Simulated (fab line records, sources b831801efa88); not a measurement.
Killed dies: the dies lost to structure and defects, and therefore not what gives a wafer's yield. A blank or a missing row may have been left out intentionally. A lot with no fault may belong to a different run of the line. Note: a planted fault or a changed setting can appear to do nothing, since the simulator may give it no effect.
What tool caused it? || flow gf180mcu || 39 wafers from 13 lots sampled at 5 of the route's 602 steps

== WHAT THE GAUGES SHOWED, per wafer ==
GF_M3_THK_MEAS_06: measures by xrf. Usual: M3_ALCU_THK typically reads 448 nm, with standard deviation 5.9.
{"lot": "L391", "measured": "day 20 19:33", "on": "film metro-02", "M3_ALCU_THK (nm)": "443 453 443", "flag": ""}
{"lot": "L393", "measured": "day 21 18:02", "on": "film metro-03", "M3_ALCU_THK (nm)": "438 450 453", "flag": ""}
{"lot": "L395", "measured": "day 22 14:01", "on": "film metro-03", "M3_ALCU_THK (nm)": "451 456 451", "flag": ""}
{"lot": "L396", "measured": "day 22 20:49", "on": "film metro-02", "M3_ALCU_THK (nm)": "439 451 449", "flag": ""}
{"lot": "L398", "measured": "day 23 08:21", "on": "film metro-03", "M3_ALCU_THK (nm)": "454 453 445", "flag": ""}
{"lot": "L399", "measured": "day 23 23:14", "on": "film metro-04", "M3_ALCU_THK (nm)": "450 440 439", "flag": ""}
{"lot": "L402", "measured": "day 24 22:04", "on": "film metro-04", "M3_ALCU_THK (nm)": "453 451 456", "flag": ""}
{"lot": "L404", "measured": "day 25 13:17", "on": "film metro-02", "M3_ALCU_THK (nm)": "461 455 457", "flag": ""}
{"lot": "L405", "measured": "day 25 21:38", "on": "film metro-02", "M3_ALCU_THK (nm)": "447 447 453", "flag": ""}
{"lot": "L407", "measured": "day 26 14:13", "on": "film metro-02", "M3_ALCU_THK (nm)": "446 449 450", "flag": ""}
{"lot": "L410", "measured": "day 27 13:57", "on": "film metro-03", "M3_ALCU_THK (nm)": "448 451 450", "flag": ""}
{"lot": "L412", "measured": "day 28 05:06", "on": "film metro-02", "M3_ALCU_THK (nm)": "443 443 442", "flag": ""}
{"lot": "L413", "measured": "day 28 13:19", "on": "film metro-03", "M3_ALCU_THK (nm)": "457 461 453", "flag": ""}

GF_V3_THK_MEAS_01. Usual: V3_CVD_00_THK typically reads 599 nm, with standard deviation 7.2.
{"lot": "L391", "measured": "day 21 19:40", "on": "film metro-03", "V3_CVD_00_THK (nm)": "595 592 590", "flag": ""}
{"lot": "L393", "measured": "day 22 18:34", "on": "film metro-02", "V3_CVD_00_THK (nm)": "594 591 591", "flag": ""}
{"lot": "L395", "measured": "day 23 13:26", "on": "film metro-01", "V3_CVD_00_THK (nm)": "592 594 597", "flag": ""}
{"lot": "L396", "measured": "day 23 19:45", "on": "film metro-01", "V3_CVD_00_THK (nm)": "608 598 602", "flag": ""}
{"lot": "L398", "measured": "day 24 07:22", "on": "film metro-01", "V3_CVD_00_THK (nm)": "594 594 593", "flag": ""}
{"lot": "L399", "measured": "day 24 22:28", "on": "film metro-03", "V3_CVD_00_THK (nm)": "597 590 584", "flag": ""}
{"lot": "L402", "measured": "day 25 20:18", "on": "film metro-01", "V3_CVD_00_THK (nm)": "291 297 293", "flag": "OFF"}
{"lot": "L404", "measured": "day 26 10:58", "on": "film metro-03", "V3_CVD_00_THK (nm)": "294 292 293", "flag": "OFF"}
{"lot": "L405", "measured": "day 26 20:26", "on": "film metro-02", "V3_CVD_00_THK (nm)": "307 300 301", "flag": "OFF"}
{"lot": "L407", "measured": "day 27 11:44", "on": "film metro-03", "V3_CVD_00_THK (nm)": "604 605 609", "flag": ""}
{"lot": "L410", "measured": "day 28 10:21", "on": "film metro-02", "V3_CVD_00_THK (nm)": "604 609 605", "flag": ""}
{"lot": "L412", "measured": "day 29 01:57", "on": "film metro-02", "V3_CVD_00_THK (nm)": "608 598 601", "flag": ""}
{"lot": "L413", "measured": "day 29 09:34", "on": "film metro-02", "V3_CVD_00_THK (nm)": "601 603 603", "flag": ""}

GF_V3_THK_MEAS_03. Usual: V3_CVD_02_THK typically reads 851 nm, with standard deviation 12.
{"lot": "L391", "measured": "day 21 19:48", "on": "film metro-01", "V3_CVD_02_THK (nm)": "819 841 842", "flag": ""}
{"lot": "L393", "measured": "day 22 18:44", "on": "film metro-01", "V3_CVD_02_THK (nm)": "863 857 860", "flag": ""}
{"lot": "L395", "measured": "day 23 13:34", "on": "film metro-01", "V3_CVD_02_THK (nm)": "851 864 866", "flag": ""}
{"lot": "L396", "measured": "day 23 19:53", "on": "film metro-02", "V3_CVD_02_THK (nm)": "849 848 867", "flag": ""}
{"lot": "L398", "measured": "day 24 07:29", "on": "film metro-03", "V3_CVD_02_THK (nm)": "838 859 863", "flag": ""}
{"lot": "L399", "measured": "day 24 22:36", "on": "film metro-02", "V3_CVD_02_THK (nm)": "851 854 846", "flag": ""}
{"lot": "L402", "measured": "day 25 20:26", "on": "film metro-03", "V3_CVD_02_THK (nm)": "838 829 844", "flag": ""}
{"lot": "L404", "measured": "day 26 11:05", "on": "film metro-02", "V3_CVD_02_THK (nm)": "853 859 880", "flag": ""}
{"lot": "L405", "measured": "day 26 20:37", "on": "film metro-03", "V3_CVD_02_THK (nm)": "853 866 875", "flag": ""}
{"lot": "L407", "measured": "day 27 11:52", "on": "film metro-01", "V3_CVD_02_THK (nm)": "832 845 870", "flag": ""}
{"lot": "L410", "measured": "day 28 10:29", "on": "film metro-03", "V3_CVD_02_THK (nm)": "856 853 844", "flag": ""}
{"lot": "L412", "measured": "day 29 02:05", "on": "film metro-02", "V3_CVD_02_THK (nm)": "857 845 867", "flag": ""}
{"lot": "L413", "measured": "day 29 09:42", "on": "film metro-03", "V3_CVD_02_THK (nm)": "846 839 850", "flag": ""}

== WHICH TOOL RAN EACH LOT (tool, then ch and the chambers of the sampled wafers, then the start) ==
{"lot": "L391", "GF_M3_STRIP_17": "plasma asher-02 ch 0,1, day 21 19:04", "GF_V3_CVD_00": "hdpcvd-02 ch 0,1,2, day 21 19:34"}
{"lot": "L393", "GF_M3_STRIP_17": "plasma asher-02 ch 0,1, day 22 17:58", "GF_V3_CVD_00": "hdpcvd-02 ch 0,1,2, day 22 18:30"}
{"lot": "L395", "GF_M3_STRIP_17": "plasma asher-02 ch 1, day 23 12:47", "GF_V3_CVD_00": "hdpcvd-02 ch 0,2, day 23 13:20"}
{"lot": "L396", "GF_M3_STRIP_17": "plasma asher-02 ch 0,1, day 23 19:08", "GF_V3_CVD_00": "hdpcvd-02 ch 0,1, day 23 19:40"}
{"lot": "L398", "GF_M3_STRIP_17": "plasma asher-02 ch 0,1, day 24 06:46", "GF_V3_CVD_00": "hdpcvd-02 ch 0,1, day 24 07:16"}
{"lot": "L399", "GF_M3_STRIP_17": "plasma asher-02 ch 0,1, day 24 21:51", "GF_V3_CVD_00": "hdpcvd-02 ch 0,1,2, day 24 22:23"}
{"lot": "L402", "GF_M3_STRIP_17": "plasma asher-03 ch 0,1, day 25 19:41", "GF_V3_CVD_00": "hdpcvd-02 ch 1,2, day 25 20:13"}
{"lot": "L404", "GF_M3_STRIP_17": "plasma asher-01 ch 0,1, day 26 10:20", "GF_V3_CVD_00": "hdpcvd-02 ch 0,1,2, day 26 10:53"}
{"lot": "L405", "GF_M3_STRIP_17": "plasma asher-02 ch 0,1, day 26 18:41", "GF_V3_CVD_00": "hdpcvd-02 ch 0,1,2, day 26 20:22"}
{"lot": "L407", "GF_M3_STRIP_17": "plasma asher-01 ch 0,1, day 27 11:05", "GF_V3_CVD_00": "hdpcvd-01 ch 0,2, day 27 11:39"}
{"lot": "L410", "GF_M3_STRIP_17": "plasma asher-03 ch 0,1, day 28 09:44", "GF_V3_CVD_00": "hdpcvd-01 ch 0,1, day 28 10:17"}
{"lot": "L412", "GF_M3_STRIP_17": "plasma asher-01 ch 0,1, day 29 01:17", "GF_V3_CVD_00": "hdpcvd-01 ch 1,2, day 29 01:52"}
{"lot": "L413", "GF_M3_STRIP_17": "plasma asher-03 ch 0,1, day 29 08:56", "GF_V3_CVD_00": "hdpcvd-01 ch 0,2, day 29 09:29"}
- GF_M3_STRIP_17: strips in O2/N2.
- GF_V3_CVD_00: deposits SiO2, target thk 600 nm, time 100 s.

== AS READ BY THE TOOLS THEMSELVES (means over the sampled wafers that have a number; for cases with no such wafer, the mark the record gives instead) ==
GF_M3_STRIP_17. Usual: drypump motor current A 5.5 A, standard deviation 0.35; heater power w 325 W, standard deviation 30; oes product au 0.558 a.u., standard deviation 0.0045; strip time to endpoint s 7.89 s, standard deviation 0.045.
{"lot": "L391", "tool": "plasma asher-02", "drypump motor current A (A)": 5.3, "heater power w (W)": 299, "oes product au (a.u.)": 0.559, "strip time to endpoint s (s)": 7.85, "flag": ""}
{"lot": "L393", "tool": "plasma asher-02", "drypump motor current A (A)": 5.3, "heater power w (W)": 297, "oes product au (a.u.)": 0.564, "strip time to endpoint s (s)": 7.97, "flag": ""}
{"lot": "L395", "tool": "plasma asher-02", "drypump motor current A (A)": 5.2, "heater power w (W)": 290, "oes product au (a.u.)": 0.554, "strip time to endpoint s (s)": 7.87, "flag": ""}
{"lot": "L396", "tool": "plasma asher-02", "drypump motor current A (A)": 5.3, "heater power w (W)": 308, "oes product au (a.u.)": 0.560, "strip time to endpoint s (s)": 7.90, "flag": ""}
{"lot": "L398", "tool": "plasma asher-02", "drypump motor current A (A)": 5.3, "heater power w (W)": 313, "oes product au (a.u.)": 0.555, "strip time to endpoint s (s)": 7.87, "flag": ""}
{"lot": "L399", "tool": "plasma asher-02", "drypump motor current A (A)": 5.3, "heater power w (W)": 310, "oes product au (a.u.)": 0.558, "strip time to endpoint s (s)": 7.86, "flag": ""}
{"lot": "L402", "tool": "plasma asher-03", "drypump motor current A (A)": 5.9, "heater power w (W)": 322, "oes product au (a.u.)": 0.557, "strip time to endpoint s (s)": 7.92, "flag": ""}
{"lot": "L404", "tool": "plasma asher-01", "drypump motor current A (A)": 5.4, "heater power w (W)": 368, "oes product au (a.u.)": 0.556, "strip time to endpoint s (s)": 7.89, "flag": ""}
{"lot": "L405", "tool": "plasma asher-02", "drypump motor current A (A)": 5.3, "heater power w (W)": 313, "oes product au (a.u.)": 0.560, "strip time to endpoint s (s)": 7.93, "flag": ""}
{"lot": "L407", "tool": "plasma asher-01", "drypump motor current A (A)": 5.5, "heater power w (W)": 369, "oes product au (a.u.)": 0.558, "strip time to endpoint s (s)": 7.91, "flag": ""}
{"lot": "L410", "tool": "plasma asher-03", "drypump motor current A (A)": 5.9, "heater power w (W)": 321, "oes product au (a.u.)": 0.554, "strip time to endpoint s (s)": 7.81, "flag": ""}
{"lot": "L412", "tool": "plasma asher-01", "drypump motor current A (A)": 5.4, "heater power w (W)": 367, "oes product au (a.u.)": 0.559, "strip time to endpoint s (s)": 7.85, "flag": ""}
{"lot": "L413", "tool": "plasma asher-03", "drypump motor current A (A)": 6.1, "heater power w (W)": 322, "oes product au (a.u.)": 0.551, "strip time to endpoint s (s)": 7.83, "flag": ""}

GF_V3_CVD_00. Usual: sih4 flow sccm at 60.01 sccm, with a standard deviation of 0.16.
{"lot": "L391", "tool": "hdpcvd-02", "sih4 flow sccm (sccm)": 60.00, "flag": ""}
{"lot": "L393", "tool": "hdpcvd-02", "sih4 flow sccm (sccm)": 60.02, "flag": ""}
{"lot": "L395", "tool": "hdpcvd-02", "sih4 flow sccm (sccm)": 60.08, "flag": ""}
{"lot": "L396", "tool": "hdpcvd-02", "sih4 flow sccm (sccm)": 60.10, "flag": ""}
{"lot": "L398", "tool": "hdpcvd-02", "sih4 flow sccm (sccm)": 60.02, "flag": ""}
{"lot": "L399", "tool": "hdpcvd-02", "sih4 flow sccm (sccm)": 59.91, "flag": ""}
{"lot": "L402", "tool": "hdpcvd-02", "sih4 flow sccm (sccm)": 29.83, "flag": "OFF"}
{"lot": "L404", "tool": "hdpcvd-02", "sih4 flow sccm (sccm)": 29.95, "flag": "OFF"}
{"lot": "L405", "tool": "hdpcvd-02", "sih4 flow sccm (sccm)": 30.13, "flag": "OFF"}
{"lot": "L407", "tool": "hdpcvd-01", "sih4 flow sccm (sccm)": 60.10, "flag": ""}
{"lot": "L410", "tool": "hdpcvd-01", "sih4 flow sccm (sccm)": 60.12, "flag": ""}
{"lot": "L412", "tool": "hdpcvd-01", "sih4 flow sccm (sccm)": 60.06, "flag": ""}
{"lot": "L413", "tool": "hdpcvd-01", "sih4 flow sccm (sccm)": 60.02, "flag": ""}

== THE ANSWER, worked out from the rows above alone ==
Rule: take the mean of a lot's wafers that have a number; if it is more than 3 standard deviations from the usual mean, the lot is off. A lot without any number at a reading at which 4 lots or more have one is off too. Any other lot the step has rows for is counted as sound. After the gauges, taken in route order, come the tools' own readings; for these a lot's mean is taken, as printed above. The first step at which some lot is off is used, and at that step the reading that is off furthest; a lot without a number counts as furthest.
Off: at GF_V3_THK_MEAS_01 (V3_CVD_00_THK), L402, L404, L405.
If a tool, at a process step before that reading, ran all the lots that are off and no sound lot after the first of them, it fits. The gauges at GF_V3_THK_MEAS_01 aren't tried: what is off there is off at GF_V3_CVD_00 too, on other tools, and a gauge's error can't cause that. One fits: GF_V3_CVD_00 on hdpcvd-02. A fault onset in the window from L399 (day 24 22:23, its last sound lot) to L402 (day 25 20:13, its first lot off) fits.
On the lots that are off, the tool's own readings at GF_V3_CVD_00 differ by more than 5 times the standard deviation of the sound lots' means, which bears it out; sih4 flow sccm reads 29.97 sccm there versus 60.04 sccm on the sound lots.

== WHAT THE SIMULATOR HAD INSERTED ==
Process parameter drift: hdpcvd-02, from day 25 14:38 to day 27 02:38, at GF_V3_CVD_00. From 60, the setting sih4 flow sccm moved by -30. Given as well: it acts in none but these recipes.
Shown lots that were struck: L402, L404, L405. The rule above reached the same finding.
